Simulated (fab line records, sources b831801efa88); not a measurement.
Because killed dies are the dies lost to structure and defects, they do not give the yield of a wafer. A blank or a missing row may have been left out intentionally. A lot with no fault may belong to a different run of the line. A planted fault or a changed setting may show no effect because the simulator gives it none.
fab line records    flow sky130
[record] lots = 11  wafers = 33  last_day = 50
route steps=708 shown POLY_GATE@232 LDD_N@254 LDD_LDN@297 SPACER@306
lots untouched by any fault: they come from a run of this same line in which no faults occurred
start_h: hours from the record's first day to the start of the lot's first wafer shown    wait_h: hours elapsed since this lot's preceding step    " the same as in the row above    L1.1+2: one row covering several wafers at once    - no value, or no start given    * or withheld: withheld    < > ~ a bound
route shown NAME@n: a module of which the file shows steps, and the number in the route of the first    usual: average and standard deviation across the fault-free wafers    same: alike in all rows    chamber/n: place in a boat    sites: per-site readings    _std_site: their standard deviation    _edge_site: mean of outer sites minus mean of inner sites    radius_mm: for every site, how far away it sits from the centre of the wafer    mask NAME#n: copy n    behind: the tool/chamber that last shaped the wafer    hold: reason for holding the lot/hours on hold/outcome of the hold    device: names the non-switching transistor (n, p or np)    end of line: at the end of the route, the tests of the same wafers    a step given without rows: its recipe and nothing more    killed: not the wafer's yield, but the dies lost to structure and defects at the first sort    map: per-die view of a wafer (x killed, . not killed, _ where there is no die)
set.NAME: the setting that was run; set.NAME@STEP: the one run at that earlier step    model.NAME: the simulator's own value behind a step, which no gauge read
route steps across a sampled set of lots; one table per step, one row per wafer
services: the hour from which a tool's chamber was out of use, counted from the record's first day as start_h (under 0 if before that day), plus the number of hours and why
[[steps]]
[step SKY_POLY_GATE_STRIP_18]
[recipe] chemistry = O2/N2  power_w = 1400  pressure_mtorr = 1500  platen_temp_c = withheld  o2_flow_sccm = 3000  n2_flow_sccm = 300  overash_fraction = 0.5
[usual] drypump_motor_current_A = 5.56/0.21  n2_flow_sccm = 300.0/0.88  oes_product_au = 0.361/0.0043  strip_time_to_endpoint_s = 3.17/0.038
lot.wafer  tool             chamber  start_h  wait_h  drypump_motor_current_A  n2_flow_sccm  oes_product_au  rf_hours_counter_h  strip_time_to_endpoint_s
L941.2     plasma_asher-02  0        373.17   0.0     5.43                     300.2         0.354           25                  3.24
L941.5     "                0        "        "       5.43                     301.0         0.366           -                   3.19
L941.6     "                1        "        "       5.57                     301.9         0.351           -                   3.19
L942.2     plasma_asher-04  1        384.75   0.0     5.25                     300.8         0.357           68                  3.16
L942.3     "                1        "        "       5.27                     300.1         0.363           -                   3.23
L942.4     "                0        "        "       5.74                     298.9         0.361           -                   3.20
L949.1     plasma_asher-02  1        438.30   0.0     5.57                     302.8         0.360           32                  3.13
L949.3     "                1        "        "       5.57                     301.0         0.363           -                   3.20
L949.4     "                0        "        "       5.42                     299.6         0.360           -                   3.12
L955.1     plasma_asher-02  1        493.57   0.0     5.58                     299.1         0.363           37                  3.16
L955.2     "                0        "        "       5.41                     301.0         0.361           37                  3.21
L955.5     "                0        "        "       5.44                     300.7         0.365           -                   3.18
L956.2     plasma_asher-04  1        499.20   0.0     5.21                     299.4         0.363           80                  3.22
L956.4     "                1        "        "       5.25                     300.0         0.362           -                   3.20
L956.6     "                0        "        "       5.75                     299.7         0.352           -                   3.19
L958.1     plasma_asher-02  1        517.05   0.0     5.57                     299.7         0.356           40                  3.19
L958.3     "                1        "        "       5.57                     301.0         0.366           -                   3.22
L958.6     "                0        "        "       5.41                     299.9         0.363           -                   3.20
L959.1     plasma_asher-02  0        536.05   0.0     5.44                     300.5         0.354           42                  3.10
L959.2     "                1        "        "       5.56                     298.8         0.361           42                  3.10
L959.5     "                1        "        "       5.57                     300.1         0.356           -                   3.12
L960.2     plasma_asher-01  1        545.65   0.0     6.00                     299.9         0.364           8                   3.17
L960.5     "                1        "        "       6.03                     300.0         0.358           -                   3.20
L960.6     "                0        "        "       5.54                     298.8         0.361           -                   3.19
L961.1     plasma_asher-04  1        547.45   0.0     5.24                     299.4         0.356           85                  3.15
L961.5     "                0        "        "       5.75                     299.3         0.362           -                   3.16
L961.6     "                1        "        "       5.25                     302.1         0.360           -                   3.15
L962.3     plasma_asher-02  0        554.24   0.1     5.43                     299.1         0.365           -                   3.19
L962.4     "                1        "        "       5.56                     299.0         0.360           -                   3.17
L962.6     "                1        "        "       5.56                     299.5         0.366           -                   3.15
L964.1     plasma_asher-02  1        568.95   0.0     5.57                     299.9         0.353           46                  3.12
L964.5     "                0        "        "       5.44                     298.9         0.358           -                   3.13
L964.6     "                1        "        "       5.56                     300.6         0.360           -                   3.20
[step SKY_LDD_N_TW_MEAS_17]
[usual] LDD_N_TW = 2583/24
lot.wafer  tool           chamber  start_h  wait_h  LDD_N_TW
L941.2     film_metro-02  -        406.67   0.1     2584
L941.5     "              -        "        "       2577
L941.6     "              -        "        "       2586
L942.2     film_metro-02  -        418.21   0.1     2577
L942.3     "              -        "        "       2576
L942.4     "              -        "        "       2584
L949.1     film_metro-01  -        472.06   0.1     2557
L949.3     "              -        "        "       2555
L949.4     "              -        "        "       2552
L955.1     film_metro-01  -        525.65   0.1     2561
L955.2     "              -        "        "       2577
L955.5     "              -        "        "       2569
L956.2     film_metro-01  -        531.77   0.1     2569
L956.4     "              -        "        "       2563
L956.6     "              -        "        "       2557
L958.1     film_metro-02  -        549.73   0.1     2620
L958.3     "              -        "        "       2612
L958.6     "              -        "        "       2624
L959.1     film_metro-01  -        568.61   0.1     2555
L959.2     "              -        "        "       2560
L959.5     "              -        "        "       2564
L960.2     film_metro-01  -        578.45   0.1     2567
L960.5     "              -        "        "       2575
L960.6     "              -        "        "       2570
L961.1     film_metro-02  -        579.56   0.1     2617
L961.5     "              -        "        "       2633
L961.6     "              -        "        "       2630
L962.3     film_metro-02  -        586.50   0.1     2637
L962.4     "              -        "        "       2626
L962.6     "              -        "        "       2622
L964.1     film_metro-01  -        602.08   0.1     2566
L964.5     "              -        "        "       2551
L964.6     "              -        "        "       2565
[step SKY_LDD_LDN_IMPLANT_08]
[recipe] species = As  energy_kev = 15  dose_cm2 = 1.25e+13  tilt_deg = withheld  rotation_deg = 23
[usual] dose_ions_cm2 = 1.2497e+13/1.3e+10  faraday_current_uA = 70.7/1.3  rotation_deg = 23.003/0.021
lot.wafer  tool          chamber  start_h  wait_h  dose_ions_cm2  faraday_current_uA  rotation_deg
L941.2     implanter-02  0        529.81   0.0     1.2479e+13     72.4                22.993
L941.5     "             0        "        "       1.2511e+13     69.1                22.984
L941.6     "             0        "        "       1.2496e+13     69.3                22.982
L942.2     implanter-01  0        539.26   0.0     1.2504e+13     70.7                22.990
L942.3     "             0        "        "       1.2507e+13     68.2                23.016
L942.4     "             0        "        "       1.2499e+13     70.5                23.006
L949.1     implanter-01  0        591.48   0.0     1.2508e+13     71.4                22.981
L949.3     "             0        "        "       1.2493e+13     70.0                23.012
L949.4     "             0        "        "       1.2506e+13     71.8                22.997
L955.1     implanter-01  0        643.63   0.0     1.2486e+13     70.4                23.027
L955.2     "             0        "        "       1.2473e+13     69.9                23.022
L955.5     "             0        "        "       1.2495e+13     71.9                23.005
L956.2     implanter-01  0        649.89   0.0     6.088e+12      34.9                22.984
L956.4     "             0        "        "       6.093e+12      34.3                22.986
L956.6     "             0        "        "       6.083e+12      35.2                23.001
L958.1     implanter-01  0        666.33   0.0     6.1e+12        34.8                23.038
L958.3     "             0        "        "       6.102e+12      33.2                23.042
L958.6     "             0        "        "       6.092e+12      34.3                23.027
L959.1     implanter-01  0        684.73   0.0     6.101e+12      34.2                23.000
L959.2     "             0        "        "       6.085e+12      34.1                23.018
L959.5     "             0        "        "       6.111e+12      34.1                23.000
L960.2     implanter-03  0        693.57   0.0     1.249e+13      72.6                23.003
L960.5     "             0        "        "       1.252e+13      71.4                23.004
L960.6     "             0        "        "       1.2511e+13     70.2                22.999
L961.1     implanter-03  0        694.75   0.0     1.2516e+13     70.5                22.970
L961.5     "             0        "        "       1.2511e+13     71.1                22.961
L961.6     "             0        "        "       1.2478e+13     69.3                22.962
L962.3     implanter-02  0        701.71   0.1     1.2513e+13     69.5                23.040
L962.4     "             0        "        "       1.2515e+13     72.1                23.020
L962.6     "             0        "        "       1.2497e+13     70.2                23.009
L964.1     implanter-03  0        715.86   0.0     1.2496e+13     68.8                23.018
L964.5     "             0        "        "       1.2493e+13     69.5                23.041
L964.6     "             0        "        "       1.246e+13      72.6                23.037
[step SKY_LDD_LDN_TW_MEAS_13]
[usual] LDD_LDN_TW = 1478/13
lot.wafer  tool           chamber  start_h  wait_h  LDD_LDN_TW
L941.2     film_metro-03  -        530.49   0.1     1470
L941.5     "              -        "        "       1472
L941.6     "              -        "        "       1469
L942.2     film_metro-02  -        539.94   0.1     1505
L942.3     "              -        "        "       1503
L942.4     "              -        "        "       1497
L949.1     film_metro-03  -        592.18   0.1     1474
L949.3     "              -        "        "       1472
L949.4     "              -        "        "       1474
L955.1     film_metro-03  -        644.33   0.1     1465
L955.2     "              -        "        "       1471
L955.5     "              -        "        "       1473
L956.2     film_metro-03  -        650.57   0.1     1413
L956.4     "              -        "        "       1409
L956.6     "              -        "        "       1405
L958.1     film_metro-02  -        667.03   0.1     1440
L958.3     "              -        "        "       1457
L958.6     "              -        "        "       1447
L959.1     film_metro-03  -        685.43   0.1     1411
L959.2     "              -        "        "       1409
L959.5     "              -        "        "       1411
L960.2     film_metro-01  -        694.26   0.1     1479
L960.5     "              -        "        "       1467
L960.6     "              -        "        "       1464
L961.1     film_metro-01  -        695.45   0.1     1469
L961.5     "              -        "        "       1473
L961.6     "              -        "        "       1467
L962.3     film_metro-01  -        702.38   0.1     1467
L962.4     "              -        "        "       1466
L962.6     "              -        "        "       1472
L964.1     film_metro-01  -        716.56   0.1     1468
L964.5     "              -        "        "       1467
L964.6     "              -        "        "       1468
[step SKY_SPACER_ETCHBACK_02]
[recipe] chemistry = CH3F/O2  target = Si3N4  stop_on = SiO2  source_w = 400  bias_w = 80  pressure_mtorr = 25  ch3f_flow_sccm = 40  O2_flow_sccm = 30  time_s = 46.7  target_depth_a = 450
[usual] O2_flow_sccm = 30.00/0.095  drypump_motor_current_A = 5.6/0.53  oes_product_au = 0.855/0.0075  throttle_valve_pct = 10.562/0.0094
lot.wafer  tool         chamber  start_h  wait_h  O2_flow_sccm  drypump_motor_current_A  oes_product_au  rf_hours_counter_h  throttle_valve_pct
L941.2     rie_diel-04  3        533.53   0.0     30.00         6.2                      0.845           22                  10.550
L941.5     "            0        "        "       30.08         6.3                      0.853           -                   10.558
L941.6     "            3        "        "       29.85         6.2                      0.854           -                   10.549
L942.2     rie_diel-01  3        541.31   0.0     29.95         5.2                      0.844           65                  10.557
L942.3     "            0        "        "       29.97         5.9                      0.851           9                   10.550
L942.4     "            2        "        "       29.99         4.9                      0.845           5                   10.570
L949.1     rie_diel-03  1        594.30   0.1     30.09         5.4                      0.855           75                  10.573
L949.3     "            0        "        "       30.06         4.9                      0.853           2                   10.546
L949.4     "            3        "        "       29.94         4.8                      0.865           70                  10.571
L955.1     rie_diel-04  0        646.39   0.1     30.04         6.3                      0.851           12                  10.556
L955.2     "            3        "        "       30.15         6.2                      0.850           25                  10.576
L955.5     "            3        "        "       30.14         6.2                      0.842           -                   10.556
L956.2     rie_diel-01  1        653.19   0.0     29.95         5.6                      0.862           1                   10.563
L956.4     "            2        "        "       29.97         4.9                      0.865           -                   10.575
L956.6     "            0        "        "       30.13         5.9                      0.867           -                   10.556
L958.1     rie_diel-01  1        668.41   0.1     29.93         5.6                      0.850           2                   10.568
L958.3     "            3        "        "       30.09         5.2                      0.862           0                   10.542
L958.6     "            3        "        "       29.89         5.2                      0.858           -                   10.585
L959.1     rie_diel-04  0        686.87   0.1     30.07         6.3                      0.853           13                  10.564
L959.2     "            2        "        "       30.00         5.7                      0.858           13                  10.567
L959.5     "            2        "        "       30.04         5.7                      0.869           -                   10.564
L960.2     rie_diel-04  2        696.22   0.0     30.17         5.7                      0.856           13                  10.564
L960.5     "            0        "        "       29.98         6.3                      0.843           -                   10.577
L960.6     "            1        "        "       29.96         5.6                      0.857           -                   10.557
L961.1     rie_diel-01  1        697.43   0.1     29.87         5.6                      0.863           3                   10.556
L961.5     "            2        "        "       29.95         4.9                      0.859           -                   10.565
L961.6     "            3        "        "       30.00         5.2                      0.870           -                   10.566
L962.3     rie_diel-03  0        703.74   0.0     29.98         4.9                      0.865           4                   10.563
L962.4     "            2        "        "       30.10         6.7                      0.864           9                   10.569
L962.6     "            0        "        "       29.93         4.9                      0.860           -                   10.552
L964.1     rie_diel-01  0        717.94   0.1     30.09         6.0                      0.873           13                  10.567
L964.5     "            1        "        "       29.86         5.6                      0.866           -                   10.572
L964.6     "            2        "        "       30.06         4.9                      0.860           -                   10.566
[[services]]
tool             chamber  start_h  hours  kind
rie_diel-04      -        359.33   2.4    repair
rie_diel-01      2        359.92   5.6    repair
rie_diel-01      1        360.18   5.2    repair
rie_diel-04      0        382.68   4.6    repair
implanter-03     -        400.55   8.2    pm
rie_diel-03      3        401.52   14.9   repair
implanter-01     -        412.87   2.2    repair
implanter-03     -        432.40   10.2   pm
rie_diel-04      0        458.36   19.4   repair
implanter-03     -        532.57   1.0    repair
rie_diel-04      1        552.79   5.3    repair
implanter-01     -        553.32   4.5    repair
rie_diel-04      1        577.94   4.3    repair
implanter-03     -        580.42   1.7    repair
plasma_asher-02  -        585.92   7.5    repair
rie_diel-04      2        607.72   9.2    repair
implanter-01     -        611.38   3.6    repair
plasma_asher-02  -        620.74   2.8    pm
implanter-01     -        621.01   4.4    pm
rie_diel-01      1        625.38   13.7   repair
rie_diel-04      1        651.29   20.3   repair
plasma_asher-04  -        664.04   2.8    pm
rie_diel-01      -        677.06   0.5    repair
rie_diel-04      1        690.50   3.4    repair
[[key]]
[first_sign] step = SKY_LDD_LDN_IMPLANT_08  reading = dose_ions_cm2  direction = down  sigmas = 99+  usual = *  struck = *
[effect] step = SKY_LDD_LDN_IMPLANT_08  reading = faraday_current_uA  direction = down  sigmas = 27  usual = 70.7  struck = 34.4
[effect] step = SKY_LDD_LDN_TW_MEAS_13  reading = LDD_LDN_TW  direction = down  sigmas = 4.2  usual = 1478  struck = 1422
met_at SKY_LDD_LDN_IMPLANT_08
struck_lots L956,L958,L959
tester_left_out L956,L958,L959
not_acting_at SKY_POLY_GATE_STRIP_18,SKY_LDD_N_TW_MEAS_17,SKY_SPACER_ETCHBACK_02
onset_between 643.63 649.89
[fault] kind = process_parameter_drift  tool = implanter-01  chamber = -  onset_h = 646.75  steps = SKY_LDD_LDN_IMPLANT_08  channel = dose_cm2  offset = *  shape = step  end_h = 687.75  acts_in = *  stated = *
// tester_left_out: of these lots the tester's yield and bins aren't shown, on N5 and GAA mostly nor the transistor test; their killed dies are dies lost to structure and defects alone, not to doping, threshold or leakage, so they don't give the yield
